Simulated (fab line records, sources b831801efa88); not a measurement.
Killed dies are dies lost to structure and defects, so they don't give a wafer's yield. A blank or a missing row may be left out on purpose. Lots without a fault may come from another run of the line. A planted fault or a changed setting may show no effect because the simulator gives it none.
fab line records | flow sky130
record lots=12 wafers=36 last_day=50
route steps=708 shown POLY_CUT@310 SD_N@353 CONTACT@407 PAD_OPEN@708
lots that met no fault: from a run of the same line without faults
start_h: hours from the record's first day to the start of the lot's first wafer shown | wait_h: hours since the lot's step before | " the same as in the row above | L1.1+2: a row that stands for several wafers | - no value, or no start given | * or withheld: withheld | < > ~ a bound
route shown NAME@n: a module of which the file shows steps, and the number in the route of the first | usual: mean/standard deviation of fault-free wafers | same: alike in all rows | chamber/n: place in a boat | sites: the reading at each site | _std_site: their standard deviation | _edge_site: outer sites' mean less inner sites' | radius_mm: how far each site lies from the wafer's centre | mask NAME#n: copy n | behind: the tool/chamber that last shaped the wafer | hold: why the lot was held/for how many hours/how that ended | device: the transistor (n, p or np) that didn't switch | end of line: the same wafers' tests at the end of the route | a step without rows: its recipe alone | killed: dies lost to structure and defects at the first sort, not the wafer's yield | map: a wafer's dies, x killed, . not, _ none there
set.NAME: the setting as run; set.NAME@STEP: as run at that earlier step | model.NAME: the simulator's own value behind a step, which no gauge read
steps of the route over a sample of lots; a table a step, a row a wafer
services: from which hour (start_h, from the record's first day; less than 0 if before it) a tool's chamber was out of use, for how many hours, and why
## steps
# step SKY_POLY_CUT_COAT_03
# recipe resist=KrF-thick spin_rpm=3000 resist_thk_nm=450
# usual spin_speed_rpm=3000.1/2.3
# columns lot.wafer tool chamber start_h wait_h spin_speed_rpm
L452.1 litho_track-02 0 531 - 3002.7
L452.2 " 0 " " 3002.5
L452.3 " 0 " " 2998.4
L453.1 litho_track-02 0 550 - 3001.7
L453.4 " 0 " " 2999.5
L453.5 " 0 " " 2998.9
L454.1 litho_track-03 0 563 - 2999.1
L454.3 " 0 " " 2997.5
L454.4 " 0 " " 2999.2
L455.1 litho_track-02 0 574 - 2999.3
L455.4 " 0 " " 3003.9
L455.6 " 0 " " 3002.3
L457.3 litho_track-02 0 583 - 2997.5
L457.4 " 0 " " 3000.2
L457.5 " 0 " " 3001.9
L458.2 litho_track-02 0 593 - 2995.5
L458.3 " 0 " " 2998.1
L458.6 " 0 " " 2997.4
L462.2 litho_track-03 0 635 - 3001.8
L462.4 " 0 " " 3000.5
L462.6 " 0 " " 2999.2
L466.1 litho_track-03 0 664 - 2939.0
L466.4 " 0 " " 2948.1
L466.5 " 0 " " 2944.1
L467.1 litho_track-03 0 675 - 2947.1
L467.4 " 0 " " 2944.9
L467.6 " 0 " " 2945.9
L470.1 litho_track-02 0 698 - 3001.1
L470.2 " 0 " " 2997.6
L470.6 " 0 " " 2997.5
L474.2 litho_track-02 0 723 - 3002.9
L474.5 " 0 " " 2999.5
L474.6 " 0 " " 3000.9
L475.3 litho_track-03 0 745 - 2999.2
L475.4 " 0 " " 3002.8
L475.5 " 0 " " 2996.3
# step SKY_POLY_CUT_STRIP_12
# recipe chemistry=O2/N2 power_w=1400 pressure_mtorr=1500 platen_temp_c=withheld o2_flow_sccm=3000 n2_flow_sccm=300 overash_fraction=0.5
# usual drypump_motor_current_A=5.5/0.38 oes_product_au=0.452/0.0045 strip_time_to_endpoint_s=5.354/0.018
# columns lot.wafer tool chamber start_h wait_h drypump_motor_current_A oes_product_au rf_hours_counter_h strip_time_to_endpoint_s
L452.1 plasma_asher-04 1 546.80 0.0 5.0 0.445 73 5.366
L452.2 " 0 " " 5.4 0.456 73 5.357
L452.3 " 1 " " 5.0 0.455 - 5.325
L453.1 plasma_asher-04 0 565.41 0.0 5.4 0.448 75 5.363
L453.4 " 1 " " 5.0 0.455 - 5.344
L453.5 " 1 " " 4.9 0.454 - 5.357
L454.1 plasma_asher-01 1 578.68 0.0 5.8 0.455 46 5.387
L454.3 " 0 " " 6.0 0.451 - 5.367
L454.4 " 1 " " 5.9 0.451 - 5.396
L455.1 plasma_asher-04 1 589.70 0.0 4.9 0.457 77 5.340
L455.4 " 0 " " 5.4 0.447 - 5.342
L455.6 " 0 " " 5.4 0.448 - 5.344
L457.3 plasma_asher-04 0 599.63 0.1 5.5 0.452 - 5.373
L457.4 " 1 " " 5.0 0.458 - 5.376
L457.5 " 0 " " 5.5 0.446 - 5.377
L458.2 plasma_asher-04 1 607.63 0.0 4.9 0.453 79 5.368
L458.3 " 1 " " 4.9 0.448 - 5.354
L458.6 " 1 " " 4.9 0.453 - 5.348
L462.2 plasma_asher-02 1 650.00 0.0 5.4 0.456 96 5.343
L462.4 " 0 " " 5.3 0.451 - 5.339
L462.6 " 1 " " 5.4 0.438 - 5.347
L466.1 plasma_asher-04 1 678.73 0.0 5.0 0.448 86 5.406
L466.4 " 1 " " 5.0 0.448 - 5.401
L466.5 " 0 " " 5.5 0.457 - 5.404
L467.1 plasma_asher-04 1 689.95 0.0 4.9 0.456 87 5.396
L467.4 " 1 " " 4.9 0.455 - 5.413
L467.6 " 1 " " 4.9 0.457 - 5.391
L470.1 plasma_asher-01 1 712.50 0.0 5.9 0.453 58 5.365
L470.2 " 0 " " 6.1 0.457 58 5.360
L470.6 " 0 " " 6.0 0.448 - 5.345
L474.2 plasma_asher-04 1 737.35 0.0 5.0 0.452 92 5.367
L474.5 " 0 " " 5.5 0.459 - 5.347
L474.6 " 1 " " 5.0 0.451 - 5.328
L475.3 plasma_asher-01 0 758.25 0.1 6.1 0.456 - 5.359
L475.4 " 1 " " 5.9 0.450 - 5.364
L475.5 " 0 " " 6.1 0.451 - 5.393
# step SKY_SD_N_STRIP_11
# recipe chemistry=O2/N2 power_w=1400 pressure_mtorr=1500 platen_temp_c=withheld o2_flow_sccm=3000 n2_flow_sccm=300 overash_fraction=0.5
# usual drypump_motor_current_A=5.31/0.21 oes_product_au=0.527/0.0046 strip_time_to_endpoint_s=22.56/0.045
# columns lot.wafer tool chamber start_h wait_h drypump_motor_current_A oes_product_au rf_hours_counter_h strip_time_to_endpoint_s
L452.1 plasma_asher-04 1 634.84 0.1 4.93 0.529 81 22.58
L452.2 " 0 " " 5.44 0.527 81 22.63
L452.3 " 1 " " 4.95 0.517 - 22.60
L453.1 plasma_asher-04 0 653.49 0.1 5.43 0.536 83 22.54
L453.4 " 1 " " 4.95 0.525 - 22.48
L453.5 " 1 " " 4.93 0.529 - 22.51
L454.1 plasma_asher-04 0 665.63 0.1 5.43 0.519 84 22.60
L454.3 " 0 " " 5.45 0.527 - 22.52
L454.4 " 1 " " 4.94 0.531 - 22.62
L455.1 plasma_asher-04 0 675.33 0.1 5.44 0.524 85 22.58
L455.4 " 1 " " 4.95 0.509 - 22.60
L455.6 " 1 " " 4.98 0.523 - 22.55
L457.3 plasma_asher-02 1 686.03 0.1 5.36 0.532 - 22.59
L457.4 " 0 " " 5.30 0.522 - 22.61
L457.5 " 1 " " 5.35 0.531 - 22.59
L458.2 plasma_asher-02 0 694.23 0.1 5.32 0.531 100 22.50
L458.3 " 0 " " 5.30 0.527 - 22.52
L458.6 " 0 " " 5.30 0.529 - 22.55
L462.2 plasma_asher-04 1 735.43 0.1 4.96 0.531 91 22.64
L462.4 " 1 " " 4.92 0.532 - 22.60
L462.6 " 1 " " 4.92 0.532 - 22.56
L466.1 plasma_asher-03 1 762.69 0.1 5.56 0.529 32 22.63
L466.4 " 0 " " 5.35 0.527 - 22.58
L466.5 " 1 " " 5.56 0.526 - 22.60
L467.1 plasma_asher-03 0 772.83 0.1 5.36 0.528 33 22.63
L467.4 " 1 " " 5.58 0.534 - 22.62
L467.6 " 0 " " 5.36 0.513 - 22.57
L470.1 plasma_asher-03 1 795.68 0.1 5.59 0.530 35 22.60
L470.2 " 0 " " 5.36 0.532 35 22.60
L470.6 " 1 " " 5.58 0.533 - 22.56
L474.2 plasma_asher-04 1 818.58 0.1 4.94 0.525 99 22.52
L474.5 " 0 " " 5.46 0.523 - 22.50
L474.6 " 1 " " 4.93 0.519 - 22.46
L475.3 plasma_asher-03 0 839.72 0.1 5.35 0.530 - 22.59
L475.4 " 1 " " 5.57 0.532 - 22.59
L475.5 " 1 " " 5.55 0.520 - 22.62
# step SKY_CONTACT_THK_MEAS_01
# recipe reads=Si3N4_of_CONTACT_CVD_00
# usual CONTACT_CVD_00_THK=75.5/0.9
# columns lot.wafer tool chamber start_h wait_h CONTACT_CVD_00_THK[nm]
L452.1 film_metro-04 - 695.62 - 72.9
L452.2 " - " " 73.2
L452.3 " - " " 73.8
L453.1 film_metro-04 - 714.42 - 75.8
L453.4 " - " " 76.1
L453.5 " - " " 76.6
L454.1 film_metro-04 - 725.46 - 75.2
L454.3 " - " " 74.6
L454.4 " - " " 76.1
L455.1 film_metro-03 - 735.52 - 75.7
L455.4 " - " " 76.9
L455.6 " - " " 77.3
L457.3 film_metro-03 - 744.64 - 74.0
L457.4 " - " " 76.0
L457.5 " - " " 74.8
L458.2 film_metro-03 - 752.55 - 75.3
L458.3 " - " " 74.0
L458.6 " - " " 76.1
L462.2 film_metro-02 - 794.69 - 75.9
L462.4 " - " " 76.3
L462.6 " - " " 75.8
L466.1 film_metro-03 - 819.80 - 73.1
L466.4 " - " " 74.8
L466.5 " - " " 74.8
L467.1 film_metro-02 - 830.68 - 75.1
L467.4 " - " " 76.2
L467.6 " - " " 75.6
L470.1 film_metro-02 - 853.17 - 75.3
L470.2 " - " " 74.7
L470.6 " - " " 75.8
L474.2 film_metro-04 - 875.03 - 75.3
L474.5 " - " " 75.8
L474.6 " - " " 76.3
L475.3 film_metro-02 - 895.15 - 75.2
L475.4 " - " " 76.4
L475.5 " - " " 75.5
# step SKY_CONTACT_THK_MEAS_26
# recipe thk_meas_gauge=xrf reads=W_of_CONTACT_CVD_24
# usual CONTACT_W_THK=344/4.4
# columns lot.wafer tool chamber start_h wait_h CONTACT_W_THK[nm]
L452.1 film_metro-02 - 724.88 0.1 351
L452.2 " - " " 348
L452.3 " - " " 345
L453.1 film_metro-04 - 743.75 0.1 336
L453.4 " - " " 340
L453.5 " - " " 342
L454.1 film_metro-04 - 755.26 0.1 334
L454.3 " - " " 343
L454.4 " - " " 331
L455.1 film_metro-04 - 764.71 0.1 345
L455.4 " - " " 346
L455.6 " - " " 341
L457.3 film_metro-04 - 774.10 0.1 340
L457.4 " - " " 338
L457.5 " - " " 339
L458.2 film_metro-02 - 782.22 0.1 348
L458.3 " - " " 349
L458.6 " - " " 342
L462.2 film_metro-04 - 822.76 0.1 343
L462.4 " - " " 344
L462.6 " - " " 343
L466.1 film_metro-03 - 847.80 0.1 345
L466.4 " - " " 344
L466.5 " - " " 347
L467.1 film_metro-02 - 858.15 0.1 339
L467.4 " - " " 339
L467.6 " - " " 345
L470.1 film_metro-02 - 880.90 0.1 344
L470.2 " - " " 345
L470.6 " - " " 345
L474.2 film_metro-04 - 902.47 0.1 338
L474.5 " - " " 342
L474.6 " - " " 336
L475.3 film_metro-04 - 922.20 0.1 347
L475.4 " - " " 340
L475.5 " - " " 342
# step SKY_PAD_OPEN_PROBE_99
# usual killed_at_M0_to_M3=43/7.2 killed_at_M4_up=3.0/1.7 killed_at_contacts=24/5.3 killed_at_front_end=15/4.6 killed_at_other=0.3/0.5 killed_dies=85/10 killed_on_rim=17/3.8 killed_open=46/7.2 killed_short=39/6.4
# same gross_dies=492 killed_at_back_side=0
# columns lot.wafer tool chamber start_h wait_h killed_at_M0_to_M3 killed_at_M4_up killed_at_contacts killed_at_front_end killed_at_other killed_dies killed_on_rim killed_open killed_short
L452.1 prober-02 - 1068.00 0.1 42 1 28 21 1 93 15 56 37
L452.2 prober-02 - 1068.05 0.1 49 2 18 12 0 81 14 40 41
L452.3 prober-02 - 1068.10 0.2 46 5 34 21 0 106 22 48 58
L458.2 prober-02 - 1109.79 0.1 47 3 29 31 0 110 23 61 49
L458.3 prober-02 - 1109.84 0.2 51 1 18 22 0 92 21 62 30
L458.6 prober-02 - 1109.99 0.2 44 5 23 10 1 83 14 47 36
L466.1 prober-02 - 1157.24 0.1 34 3 24 20 1 82 14 46 36
L466.4 prober-02 - 1157.39 0.2 52 5 20 14 0 91 20 46 45
L466.5 prober-02 - 1157.44 0.2 47 1 13 11 1 73 16 38 35
# killed by level:class
L452.1 CONTACT:geometric_particle:open=15 VIA1:geometric_particle:open=10 VIA1:geometric_particle:short=7 VIA2:geometric_particle:short=7 FIELD_ISO:geometric_particle:open=6 VIA2:geometric_particle:open=6 VIA3:geometric_particle:open=6 CONTACT:geometric_particle:short=5
L452.2 VIA1:geometric_particle:open=8 VIA2:geometric_particle:short=8 VIA3:geometric_particle:open=8 CONTACT:geometric_particle:open=6 VIA1:geometric_particle:short=6 VIA2:geometric_particle:open=6 CONTACT:geometric_particle:short=4 METAL1:geometric_particle:short=4
L452.3 METAL1:geometric_particle:short=12 LI_CONTACT:geometric_particle:open=9 CONTACT:geometric_particle:open=9 VIA1:geometric_particle:open=8 POLY_GATE:geometric_particle:short=7 CONTACT:geometric_particle:short=7 LOCAL_INTERCONNECT:geometric_particle:short=6 VIA3:geometric_particle:open=6
L458.2 VIA1:geometric_particle:open=13 CONTACT:geometric_particle:open=12 FIELD_ISO:geometric_particle:short=11 VIA2:geometric_particle:open=9 CONTACT:geometric_particle:short=8 FIELD_ISO:geometric_particle:open=6 METAL1:geometric_particle:short=6 LI_CONTACT:geometric_particle:short=5
L458.3 VIA1:geometric_particle:open=17 VIA2:geometric_particle:open=10 VIA3:geometric_particle:open=9 CONTACT:geometric_particle:open=8 FIELD_ISO:geometric_particle:short=7 POLY_GATE:geometric_particle:open=5 METAL1:geometric_particle:short=5 LI_CONTACT:geometric_particle:open=4
L458.6 VIA1:geometric_particle:open=12 CONTACT:geometric_particle:open=8 VIA3:geometric_particle:open=7 VIA1:geometric_particle:short=6 LI_CONTACT:geometric_particle:open=6 LOCAL_INTERCONNECT:geometric_particle:short=4 METAL2:geometric_particle:short=4 METAL4:geometric_particle:short=4
L466.1 CONTACT:geometric_particle:open=13 VIA3:geometric_particle:open=7 METAL2:geometric_particle:short=7 FIELD_ISO:geometric_particle:short=6 VIA2:geometric_particle:open=6 VIA1:geometric_particle:open=6 POLY_GATE:geometric_particle:short=5 FIELD_ISO:geometric_particle:open=4
L466.4 VIA1:geometric_particle:open=10 CONTACT:geometric_particle:open=8 METAL2:geometric_particle:short=8 VIA2:geometric_particle:open=8 VIA3:geometric_particle:open=6 VIA3:geometric_particle:short=5 METAL4:geometric_particle:short=5 VIA2:geometric_particle:short=5
L466.5 VIA1:geometric_particle:open=9 VIA2:geometric_particle:open=8 VIA3:geometric_particle:open=7 VIA2:geometric_particle:short=5 METAL1:geometric_particle:short=4 LI_CONTACT:geometric_particle:open=4 CONTACT:geometric_particle:open=4 METAL2:geometric_particle:short=4
## services
# columns tool chamber start_h hours kind
plasma_asher-04 - 612.72 2.8 pm
plasma_asher-02 - 640.70 0.9 repair
plasma_asher-01 - 672.78 3.0 repair
plasma_asher-02 - 707.89 0.5 repair
plasma_asher-01 - 717.02 2.8 pm
plasma_asher-02 - 733.75 9.0 pm
plasma_asher-02 0 733.75 9.0 vent_cycle
plasma_asher-02 1 733.75 9.0 vent_cycle
plasma_asher-04 - 738.87 0.8 repair
plasma_asher-02 0 742.75 - clean
plasma_asher-02 1 742.75 - clean
plasma_asher-04 - 757.03 9.0 repair
plasma_asher-03 - 783.51 2.8 pm
plasma_asher-01 - 794.48 8.2 repair
plasma_asher-02 - 831.01 2.8 pm
## key
first_sign step=SKY_POLY_CUT_COAT_03 reading=spin_speed_rpm direction=down sigmas=24 usual=3000.1 struck=2944.8
effect step=SKY_POLY_CUT_STRIP_12 reading=strip_time_to_endpoint_s direction=up sigmas=2.6 usual=* struck=*
met_at SKY_POLY_CUT_COAT_03
struck_lots L466,L467
tester_left_out L466,L467
not_acting_at SKY_SD_N_STRIP_11,SKY_CONTACT_THK_MEAS_01,SKY_CONTACT_THK_MEAS_26
onset_between 635 664
fault kind=process_parameter_drift tool=litho_track-03 chamber=- onset_h=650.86 steps=SKY_POLY_CUT_COAT_03 channel=spin_rpm offset=-57.138 shape=step end_h=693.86 acts_in=these_recipes_only stated=3000
# tester_left_out: of these lots the tester's yield and bins aren't shown, on N5 and GAA mostly nor the transistor test; their killed dies are dies lost to structure and defects alone, not to doping, threshold or leakage, so they don't give the yield
